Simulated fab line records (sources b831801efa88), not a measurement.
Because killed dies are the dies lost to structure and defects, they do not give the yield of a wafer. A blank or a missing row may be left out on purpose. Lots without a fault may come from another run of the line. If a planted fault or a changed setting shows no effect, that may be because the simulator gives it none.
fab line records    flow sky130    part 2 of 2: steps 43 to 43 of 43
record lots=6  wafers=18  last_day=49
route steps=708 shown LI_CONTACT@366 LOCAL_INTERCONNECT@387 CONTACT@406 PAD_OPEN@708
lots untouched by any fault: they come from a run of this same line in which no faults occurred
start_h: the number of hours between the record's first day and the start of the first shown wafer of the lot    wait_h: how many hours have passed since the lot's step before this one    " the same as in the row above    L1.1+2: a single row standing in for several wafers    - no value present, or no start provided    * or withheld: withheld    < > ~ a bound
route shown NAME@n: names a module that has steps shown in the file, with the first one's number in the route    usual: mean and standard deviation over wafers with no fault    same: alike in all rows    chamber/n: place in a boat    sites: per-site readings    _std_site: their standard deviation    _edge_site: mean of outer sites minus mean of inner sites    radius_mm: for every site, how far away it sits from the centre of the wafer    mask NAME#n: copy n    behind: tool/chamber where the wafer was last shaped    hold: why the lot was held/for how many hours/how that ended    device: the transistor (n, p or np) that didn't switch    end of line: the route-end tests of the same wafers    a step with no rows: only its recipe    killed: not the wafer's yield, but the dies lost to structure and defects at the first sort    map: dies across one wafer; x = killed, . = not, _ = none there
set.NAME: the setting that was run; set.NAME@STEP: the one run at that earlier step    model.NAME: the simulator's own value behind a step, which no gauge read
a table for each step, a row for each wafer; lots at some steps of the route
services: the hour from which a tool's chamber was out of use, counted from the record's first day as start_h (under 0 if before that day), plus the number of hours and why
## steps
# step SKY_PAD_OPEN_PROBE_99
# usual killed_at_M0_to_M3=45/7  killed_at_M4_up=3.4/1.8  killed_at_contacts=24/5.4  killed_at_front_end=16/4.8  killed_at_other=0.4/0.62  killed_dies=89/10  killed_open=48/7.2  killed_short=40/6.3
# same gross_dies=492  killed_at_back_side=0
lot.wafer  tool       chamber  start_h  wait_h  killed_at_M0_to_M3  killed_at_M4_up  killed_at_contacts  killed_at_front_end  killed_at_other  killed_dies  killed_open  killed_short
L406.2     prober-02  -        1079.51  0.1     41                  1                23                  15                   1                81           45           36
L406.5     prober-02  -        1079.66  0.2     44                  3                30                  10                   0                87           53           34
L406.6     prober-02  -        1079.71  0.2     46                  2                21                  14                   0                83           49           34
L410.1     prober-02  -        1102.11  0.1     38                  3                31                  15                   0                87           46           41
L410.2     prober-02  -        1102.16  0.1     35                  1                16                  10                   0                62           34           27
L410.3     prober-02  -        1102.21  0.2     44                  2                19                  13                   0                78           52           25
L411.2     prober-01  -        1112.61  0.1     40                  7                24                  18                   0                89           47           42
L411.3     prober-01  -        1112.66  0.2     51                  1                28                  19                   0                99           52           47
L411.6     prober-01  -        1112.81  0.2     41                  8                24                  14                   0                87           45           42
L412.1     prober-02  -        1112.88  0.1     66                  3                24                  13                   0                106          63           42
L412.2     prober-02  -        1112.93  0.1     45                  4                18                  20                   1                88           57           31
L412.6     prober-02  -        1113.13  0.2     50                  2                24                  20                   1                97           57           39
L424.1     prober-01  -        1178.42  0.1     47                  7                28                  15                   2                99           51           48
L424.5     prober-01  -        1178.62  0.2     44                  3                24                  14                   0                85           47           36
L424.6     prober-01  -        1178.67  0.2     37                  5                52                  12                   0                106          41           35
L426.1     prober-02  -        1180.74  0.1     48                  7                18                  17                   0                90           52           38
L426.2     prober-02  -        1180.79  0.1     43                  4                55                  16                   0                118          56           33
L426.3     prober-02  -        1180.84  0.2     50                  3                57                  17                   0                127          56           45
# killed by level:class
L406.2 VIA1:geometric_particle:open=16 LOCAL_INTERCONNECT:geometric_particle:short=7 LI_CONTACT:geometric_particle:open=6 CONTACT:geometric_particle:open=6 METAL1:geometric_particle:short=4 POLY_GATE:geometric_particle:open=4 VIA1:geometric_particle:short=4 METAL2:geometric_particle:short=4
L406.5 VIA1:geometric_particle:open=13 CONTACT:geometric_particle:open=11 VIA2:geometric_particle:open=10 LI_CONTACT:geometric_particle:open=8 CONTACT:geometric_particle:short=6 VIA1:geometric_particle:short=4 VIA3:geometric_particle:open=4 LI_CONTACT:geometric_particle:short=3
L406.6 VIA1:geometric_particle:open=11 VIA2:geometric_particle:open=10 CONTACT:geometric_particle:open=9 LI_CONTACT:geometric_particle:open=6 METAL2:geometric_particle:short=5 METAL1:geometric_particle:short=5 VIA1:geometric_particle:short=5 FIELD_ISO:geometric_particle:open=4
L410.1 VIA1:geometric_particle:open=12 CONTACT:geometric_particle:open=10 LI_CONTACT:geometric_particle:open=8 LOCAL_INTERCONNECT:geometric_particle:short=6 CONTACT:geometric_particle:short=6 POLY_GATE:geometric_particle:short=5 VIA1:geometric_particle:short=4 VIA2:geometric_particle:short=4
L410.2 CONTACT:geometric_particle:open=7 VIA1:geometric_particle:open=7 METAL2:geometric_particle:short=6 LI_CONTACT:geometric_particle:open=6 VIA1:geometric_particle:short=4 SPACER:geometric_particle:open=3 VIA2:geometric_particle:open=3 VIA2:geometric_particle:short=3
L410.3 VIA1:geometric_particle:open=14 VIA2:geometric_particle:open=9 LI_CONTACT:geometric_particle:open=8 CONTACT:geometric_particle:open=6 VIA3:geometric_particle:open=6 POLY_GATE:geometric_particle:short=3 VIA1:geometric_particle:short=3 METAL3:geometric_particle:short=3
L411.2 VIA2:geometric_particle:open=9 CONTACT:geometric_particle:open=8 VIA1:geometric_particle:open=8 VIA3:geometric_particle:open=7 FIELD_ISO:geometric_particle:short=6 POLY_GATE:geometric_particle:short=6 LI_CONTACT:geometric_particle:open=6 CONTACT:geometric_particle:short=5
L411.3 METAL1:geometric_particle:short=10 VIA1:geometric_particle:open=9 POLY_GATE:geometric_particle:open=8 LI_CONTACT:geometric_particle:open=8 VIA1:geometric_particle:short=8 CONTACT:geometric_particle:open=7 VIA2:geometric_particle:open=6 CONTACT:geometric_particle:short=5
L411.6 CONTACT:geometric_particle:open=9 VIA2:geometric_particle:open=7 LI_CONTACT:geometric_particle:open=6 CONTACT:geometric_particle:short=6 METAL1:geometric_particle:short=6 VIA1:geometric_particle:open=6 METAL4:geometric_particle:short=5 FIELD_ISO:geometric_particle:short=4
L412.1 VIA3:geometric_particle:open=15 VIA1:geometric_particle:open=14 CONTACT:geometric_particle:open=12 METAL2:geometric_particle:short=12 VIA2:geometric_particle:open=7 CONTACT:geometric_particle:short=5 LI_CONTACT:geometric_particle:open=4 VIA1:geometric_particle:short=4
L412.2 VIA2:geometric_particle:open=13 VIA1:geometric_particle:open=9 CONTACT:geometric_particle:open=9 VIA3:geometric_particle:open=9 POLY_GATE:geometric_particle:open=6 FIELD_ISO:geometric_particle:open=5 CONTACT:geometric_particle:short=4 VIA2:geometric_particle:short=4
L412.6 VIA1:geometric_particle:open=13 CONTACT:geometric_particle:open=11 VIA2:geometric_particle:open=8 LI_CONTACT:geometric_particle:open=6 METAL1:geometric_particle:short=6 METAL2:geometric_particle:short=6 FIELD_ISO:geometric_particle:short=5 VIA3:geometric_particle:open=5
L424.1 VIA1:geometric_particle:open=12 CONTACT:geometric_particle:open=10 VIA3:geometric_particle:open=7 LI_CONTACT:geometric_particle:open=6 VIA2:geometric_particle:open=6 METAL4:geometric_particle:short=5 POLY_GATE:geometric_particle:short=5 METAL3:geometric_particle:short=5
L424.5 VIA2:geometric_particle:open=12 VIA1:geometric_particle:open=9 CONTACT:geometric_particle:open=8 CONTACT:geometric_particle:short=7 POLY_GATE:geometric_particle:open=6 METAL1:geometric_particle:short=6 VIA1:geometric_particle:short=5 METAL2:geometric_particle:short=5
L424.6 LI_CONTACT:unspecified=30 VIA1:geometric_particle:open=13 CONTACT:geometric_particle:open=9 VIA1:geometric_particle:short=6 LOCAL_INTERCONNECT:geometric_particle:short=5 VIA2:geometric_particle:open=5 METAL2:geometric_particle:short=5 LI_CONTACT:geometric_particle:short=4
L426.1 VIA1:geometric_particle:open=9 VIA3:geometric_particle:open=8 LI_CONTACT:geometric_particle:open=6 FIELD_ISO:geometric_particle:open=5 CONTACT:geometric_particle:short=5 VIA1:geometric_particle:short=5 METAL2:geometric_particle:short=5 METAL2:geometric_particle:open=5
L426.2 LI_CONTACT:unspecified=29 VIA3:geometric_particle:open=10 CONTACT:geometric_particle:open=10 LI_CONTACT:geometric_particle:open=7 VIA1:geometric_particle:open=7 FIELD_ISO:geometric_particle:open=5 METAL1:geometric_particle:short=5 VIA2:geometric_particle:open=5
L426.3 LI_CONTACT:unspecified=26 CONTACT:geometric_particle:open=12 VIA2:geometric_particle:open=10 LI_CONTACT:geometric_particle:open=9 VIA1:geometric_particle:open=8 METAL2:geometric_particle:short=6 FIELD_ISO:geometric_particle:short=5 VIA3:geometric_particle:open=5
# map L424.6 (x killed, . not)
__________.........._________
________...x.........._______
______...x...x.........._____
_____..............x.....____
____......x.......x..xx...___
___.....x.x....x...x..x..x.__
__xx...x.x.............x...._
_xxxx..x.........x.......x..x
_xxxxxx...xx..x..........x...
_xxxx..........x......x...x..
_xxxxxxxxx....x..x......x....
_xxx.x...................x...
_xxx.x...x...........x.x....x
_x..x.........x..xx..........
_..x..........x.....x......x.
__x...x....x......xx.xx...x._
___.....x..x...x..x....x.x.__
____.....xxxx....x..x.....___
_____...............x....____
______.x.x.......x..x..._____
________..x..........._______
__________x....x...._________
# map L426.3 (x killed, . not)
__________.x.x......_________
________........xx.xx._______
______...............x.._____
_____........x.....x...xx____
____..x...x..xx.xx.x..x...___
___..x...xx.xxx....x...x.xx__
__x......x...x....x........._
_xx...x..x.x..x....x..x......
_xxxxx................xx.....
_xxxxxx..............x...x...
_xxxxxx..x....x..x.....x.....
_xxxxx..x...xxx......x..x....
_xxx...xxx.x..x.x..........x.
_.xx....x.x...x..............
_....x......x..x...x..x......
__.....x..xxx..x.xx..x.x.x.._
___.x............x....x....__
____.....x.....x...x.x..xx___
_____....x....x........x.____
______..x....x.....x...x_____
________......xx......_______
__________...x.x...._________
## services
tool             chamber  start_h  hours  kind
plasma_asher-01  -        660.06   4.3    repair
rie_metal-04     -        661.98   14.6   pm
pvd_sputter-02   -        664.55   0.7    repair
rie_diel-03      1        671.73   6.3    repair
pvd_sputter-02   -        672.58   3.7    repair
plasma_asher-04  -        677.87   2.8    pm
rie_metal-02     0        678.98   2.7    repair
rie_diel-01      -        679.00   2.7    repair
rie_diel-02      -        679.48   2.8    pm
rie_diel-03      -        681.75   2.8    pm
rie_metal-04     -        683.60   0.5    repair
rie_diel-03      2        684.59   6.7    repair
rie_metal-04     -        696.91   0.4    repair
rie_diel-01      2        698.04   8.8    repair
rie_diel-03      3        708.56   15.6   repair
rie_diel-01      0        718.96   5.4    repair
rie_diel-01      2        723.79   4.3    repair
plasma_asher-01  -        733.78   9.0    pm
rie_metal-04     1        752.75   1.6    repair
rie_diel-01      1        783.22   52.3   repair
rie_diel-01      -        788.40   1.1    repair
rie_metal-01     -        814.98   1.4    pm
rie_diel-01      3        822.50   3.9    repair
pvd_sputter-02   -        842.51   5.4    repair
## key
first_sign step=SKY_PAD_OPEN_PROBE_99  reading=killed_at_contacts  direction=up  sigmas=5.7  usual=24  struck=55
effect step=SKY_PAD_OPEN_PROBE_99  reading=killed_dies  direction=up  sigmas=2.8  usual=89  struck=117  wafers_moved=2
met_at SKY_LI_CONTACT_STRIP_16
struck_wafers L424.6,L426.2,L426.3
tester_left_out L424,L426
onset_between 727.81 823.60
fault kind=chamber_particle_source  tool=plasma_asher-04  chamber=1  onset_h=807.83  steps=SKY_LI_CONTACT_STRIP_16  rate_per_visit_cm2=0.61493  end_h=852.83
# tester_left_out: of these lots the tester's yield and bins aren't shown, on N5 and GAA mostly nor the transistor test; their killed dies are dies lost to structure and defects alone, not to doping, threshold or leakage, so they don't give the yield
